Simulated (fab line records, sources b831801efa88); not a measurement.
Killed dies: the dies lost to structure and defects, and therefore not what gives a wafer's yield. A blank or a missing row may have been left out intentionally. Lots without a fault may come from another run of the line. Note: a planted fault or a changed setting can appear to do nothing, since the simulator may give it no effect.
The tool behind it: which one? | flow gf180mcu | 24 lots, 72 wafers sampled, at 5 steps of a route of 602

## WHAT EACH GAUGE READ, for each wafer
GF_V4_CD_MEAS_14: the cd target is 260 nm.
lot  | measured     | on        | cd-nm (nm)
L074 | day 24 15:27 | cd-sem-02 | 258.5 259.2 259.2
L075 | day 24 21:55 | cd-sem-01 | 262.9 261.6 261.2
L076 | day 25 19:24 | cd-sem-01 | 261.3 260.7 259.6
L077 | day 25 20:56 | cd-sem-01 | 260.1 258.6 259.2
L078 | day 26 01:01 | cd-sem-01 | 258.3 258.7 257.2
L079 | day 26 15:13 | cd-sem-01 | 259.7 259.6 258.8
L081 | day 26 23:32 | cd-sem-01 | 260.8 259.6 259.3
L080 | day 27 08:25 | cd-sem-02 | 260.9 260.4 259.7
L082 | day 27 12:16 | cd-sem-02 | 262.0 262.3 262.1
L083 | day 27 13:56 | cd-sem-02 | 262.2 261.9 261.5
L084 | day 27 20:41 | cd-sem-01 | 260.3 260.7 260.8
L085 | day 28 08:12 | cd-sem-02 | 258.7 259.6 259.2
L086 | day 28 12:39 | cd-sem-02 | 261.6 260.9 260.4
L087 | day 28 18:25 | cd-sem-02 | 257.3 257.5 257.8
L088 | day 29 09:36 | cd-sem-02 | 258.6 258.7 259.1
L089 | day 29 13:19 | cd-sem-02 | 258.8 257.7 259.4
L090 | day 29 14:38 | cd-sem-01 | 258.4 258.5 259.8
L091 | day 29 23:20 | cd-sem-02 | 260.7 259.1 259.4
L092 | day 30 05:55 | cd-sem-01 | 259.6 258.7 258.9
L093 | day 30 10:58 | cd-sem-02 | 258.8 259.5 259.5
L094 | day 30 21:03 | cd-sem-02 | 263.0 262.0 262.1
L095 | day 31 04:29 | cd-sem-02 | 259.9 260.1 261.2
L096 | day 31 11:39 | cd-sem-02 | 259.0 259.3 260.2
L097 | day 31 12:52 | cd-sem-01 | 259.4 258.6 259.0

GF_MIM_THK_MEAS_06.
lot  | measured     | on            | MIM_CVD_05_THK (nm)
L074 | day 24 17:14 | film-metro-02 | 42.5 41.8 42.1
L075 | day 24 23:41 | film-metro-04 | 41.8 43.2 42.7
L076 | day 25 21:16 | film-metro-01 | 41.6 41.4 42.3
L077 | day 25 22:44 | film-metro-02 | 41.9 41.3 42.4
L078 | day 26 02:58 | film-metro-04 | 41.2 41.0 42.3
L079 | day 26 17:00 | film-metro-02 | 41.6 42.1 42.4
L081 | day 27 01:21 | film-metro-01 | 41.8 41.6 42.3
L080 | day 27 10:10 | film-metro-02 | 41.7 41.2 42.4
L082 | day 27 14:02 | film-metro-01 | 42.2 41.5 42.6
L083 | day 27 15:40 | film-metro-01 | 42.0 42.2 41.8
L084 | day 27 22:26 | film-metro-02 | 40.9 40.8 41.4
L085 | day 28 09:58 | film-metro-02 | 41.3 41.5 41.9
L086 | day 28 14:26 | film-metro-02 | 41.2 41.8 42.1
L087 | day 28 20:26 | film-metro-01 | 42.0 41.6 42.5
L088 | day 29 11:23 | film-metro-04 | 41.6 42.7 42.7
L089 | day 29 15:03 | film-metro-04 | 40.9 42.3 41.7
L090 | day 29 16:31 | film-metro-04 | 41.6 42.6 42.0
L091 | day 30 01:08 | film-metro-02 | 41.4 42.0 42.3
L092 | day 30 07:41 | film-metro-02 | 42.2 42.4 42.2
L093 | day 30 12:44 | film-metro-02 | 41.2 42.1 41.7
L094 | day 30 22:47 | film-metro-02 | 41.9 42.4 42.4
L095 | day 31 06:19 | film-metro-01 | 42.4 42.5 43.1
L096 | day 31 13:24 | film-metro-01 | 41.9 42.0 42.6
L097 | day 31 14:36 | film-metro-04 | 42.1 42.5 43.3

GF_MIM_THK_MEAS_11: measures by xrf.
lot  | measured     | on            | MIM_ALCU_THK (nm)
L074 | day 24 17:31 | film-metro-01 | 201.5 201.0 203.1
L075 | day 24 23:58 | film-metro-02 | 194.7 195.8 198.1
L076 | day 25 21:32 | film-metro-04 | 199.8 198.7 198.6
L077 | day 25 23:05 | film-metro-01 | 202.4 197.9 198.7
L078 | day 26 03:15 | film-metro-04 | 203.0 202.0 201.6
L079 | day 26 17:17 | film-metro-01 | 197.6 197.8 199.5
L081 | day 27 01:38 | film-metro-04 | 205.8 203.9 201.6
L080 | day 27 10:27 | film-metro-04 | 199.7 200.2 196.9
L082 | day 27 14:19 | film-metro-02 | 198.0 198.8 196.9
L083 | day 27 15:57 | film-metro-04 | 200.4 199.1 198.2
L084 | day 27 22:43 | film-metro-01 | 200.3 199.2 200.6
L085 | day 28 10:15 | film-metro-02 | 199.4 200.1 198.4
L086 | day 28 14:43 | film-metro-02 | 198.0 197.6 198.2
L087 | day 28 20:43 | film-metro-04 | 197.0 199.5 198.8
L088 | day 29 11:40 | film-metro-01 | 201.2 199.2 199.5
L089 | day 29 15:21 | film-metro-02 | 200.0 197.2 197.7
L090 | day 29 16:47 | film-metro-02 | 198.9 198.1 200.1
L091 | day 30 01:25 | film-metro-01 | 198.4 200.1 199.1
L092 | day 30 07:59 | film-metro-01 | 201.5 201.2 199.6
L093 | day 30 13:01 | film-metro-02 | 196.5 197.6 199.3
L094 | day 30 23:04 | film-metro-01 | 201.4 202.5 201.2
L095 | day 31 06:36 | film-metro-01 | 199.3 201.1 200.6
L096 | day 31 13:41 | film-metro-02 | 195.7 196.4 199.6
L097 | day 31 14:53 | film-metro-02 | 197.9 196.3 197.8

## WHAT TOOL EACH LOT RAN ON (gives the tool, then ch and the chambers of the sampled wafers, and finally the start)
lot  | GF_M2_SPUTTER_03             | GF_V3_SPUTTER_21
L074 | pvd-sputter-03, day 18 09:56 | pvd-sputter-02, day 22 14:28
L075 | pvd-sputter-03, day 18 17:25 | pvd-sputter-04, day 22 22:29
L076 | pvd-sputter-01, day 18 22:29 | pvd-sputter-04, day 23 04:59
L077 | pvd-sputter-02, day 19 06:37 | pvd-sputter-04, day 23 09:59
L078 | pvd-sputter-02, day 19 18:53 | pvd-sputter-02, day 23 21:37
L079 | pvd-sputter-01, day 20 04:37 | pvd-sputter-03, day 24 11:01
L081 | pvd-sputter-02, day 20 23:50 | pvd-sputter-03, day 25 01:14
L080 | pvd-sputter-01, day 21 05:01 | pvd-sputter-03, day 25 20:45
L082 | pvd-sputter-01, day 21 09:20 | pvd-sputter-02, day 25 21:57
L083 | pvd-sputter-02, day 21 09:38 | pvd-sputter-02, day 25 22:13
L084 | pvd-sputter-02, day 22 00:04 | pvd-sputter-03, day 26 02:05
L085 | pvd-sputter-03, day 22 09:48 | pvd-sputter-04, day 26 13:28
L086 | pvd-sputter-03, day 22 12:29 | pvd-sputter-03, day 26 17:53
L087 | pvd-sputter-01, day 23 04:11 | pvd-sputter-02, day 27 00:46
L088 | pvd-sputter-01, day 23 13:02 | pvd-sputter-03, day 27 17:00
L089 | pvd-sputter-01, day 23 18:16 | pvd-sputter-04, day 27 18:53
L090 | pvd-sputter-02, day 23 22:47 | pvd-sputter-04, day 27 20:20
L091 | pvd-sputter-02, day 24 09:43 | pvd-sputter-03, day 28 08:38
L092 | pvd-sputter-02, day 24 15:48 | pvd-sputter-04, day 28 14:20
L093 | pvd-sputter-02, day 25 03:38 | pvd-sputter-04, day 28 20:10
L094 | pvd-sputter-03, day 25 22:46 | pvd-sputter-02, day 29 06:59
L095 | pvd-sputter-03, day 26 01:53 | pvd-sputter-03, day 29 13:43
L096 | pvd-sputter-01, day 26 08:27 | pvd-sputter-04, day 29 20:08
L097 | pvd-sputter-01, day 26 10:54 | pvd-sputter-04, day 29 21:50
- GF_M2_SPUTTER_03: material Ti, target thk 10 nm, time 6.7 s.
- GF_V3_SPUTTER_21: material Ti, target thk 15 nm, time 80.02 s.

## AS READ BY THE TOOLS THEMSELVES (means over the sampled wafers that have a number; for cases with no such wafer, the mark the record gives instead)
GF_M2_SPUTTER_03.
lot  | tool           | throttle-valve-pct (%)
L074 | pvd-sputter-03 | 29.7
L075 | pvd-sputter-03 | 30.2
L076 | pvd-sputter-01 | 31.2
L077 | pvd-sputter-02 | 29.5
L078 | pvd-sputter-02 | 30.0
L079 | pvd-sputter-01 | 30.8
L081 | pvd-sputter-02 | 29.8
L080 | pvd-sputter-01 | 29.9
L082 | pvd-sputter-01 | 30.5
L083 | pvd-sputter-02 | 29.0
L084 | pvd-sputter-02 | 29.5
L085 | pvd-sputter-03 | 30.1
L086 | pvd-sputter-03 | 30.9
L087 | pvd-sputter-01 | 30.8
L088 | pvd-sputter-01 | 30.4
L089 | pvd-sputter-01 | 30.7
L090 | pvd-sputter-02 | 28.8
L091 | pvd-sputter-02 | 29.6
L092 | pvd-sputter-02 | 30.3
L093 | pvd-sputter-02 | 29.7
L094 | pvd-sputter-03 | 31.2
L095 | pvd-sputter-03 | 30.4
L096 | pvd-sputter-01 | 30.6
L097 | pvd-sputter-01 | 30.9

GF_V3_SPUTTER_21.
lot  | tool           | throttle-valve-pct (%)
L074 | pvd-sputter-02 | 29.7
L075 | pvd-sputter-04 | 29.2
L076 | pvd-sputter-04 | 29.2
L077 | pvd-sputter-04 | 29.0
L078 | pvd-sputter-02 | 29.8
L079 | pvd-sputter-03 | 29.5
L081 | pvd-sputter-03 | 29.8
L080 | pvd-sputter-03 | 29.0
L082 | pvd-sputter-02 | 30.3
L083 | pvd-sputter-02 | 29.1
L084 | pvd-sputter-03 | 30.5
L085 | pvd-sputter-04 | 29.4
L086 | pvd-sputter-03 | 29.7
L087 | pvd-sputter-02 | 29.7
L088 | pvd-sputter-03 | 30.3
L089 | pvd-sputter-04 | 29.2
L090 | pvd-sputter-04 | 29.1
L091 | pvd-sputter-03 | 29.4
L092 | pvd-sputter-04 | 29.5
L093 | pvd-sputter-04 | 29.4
L094 | pvd-sputter-02 | 30.1
L095 | pvd-sputter-03 | 30.4
L096 | pvd-sputter-04 | 29.3
L097 | pvd-sputter-04 | 29.0

## THE ANSWER, worked out from the rows above alone
Rule: the usual values come from the lots themselves. The widest of any qualifying gaps counts: lots, ordered by their means at a reading, are off when they make up no more than a third of the lots, leave a main group of 4 or more, and stand apart from it by 3 or more times the standard deviation of that group's means. A main group whose means are all the same, to the digits that the tables above print for the reading, isn't used. Also off: a lot with no number at a reading for which 4 or more lots have one. Where the step has rows for the other lots, those lots are counted as sound. First the gauges in route order, then the tools' own readings, where a lot's mean is used as printed above. At the first step where some lot is off, the reading lying furthest off is the one used; lots without a number count as furthest.
None of the lots is off at any reading shown; this tells nothing.

## WHAT THE SIMULATOR PUT IN
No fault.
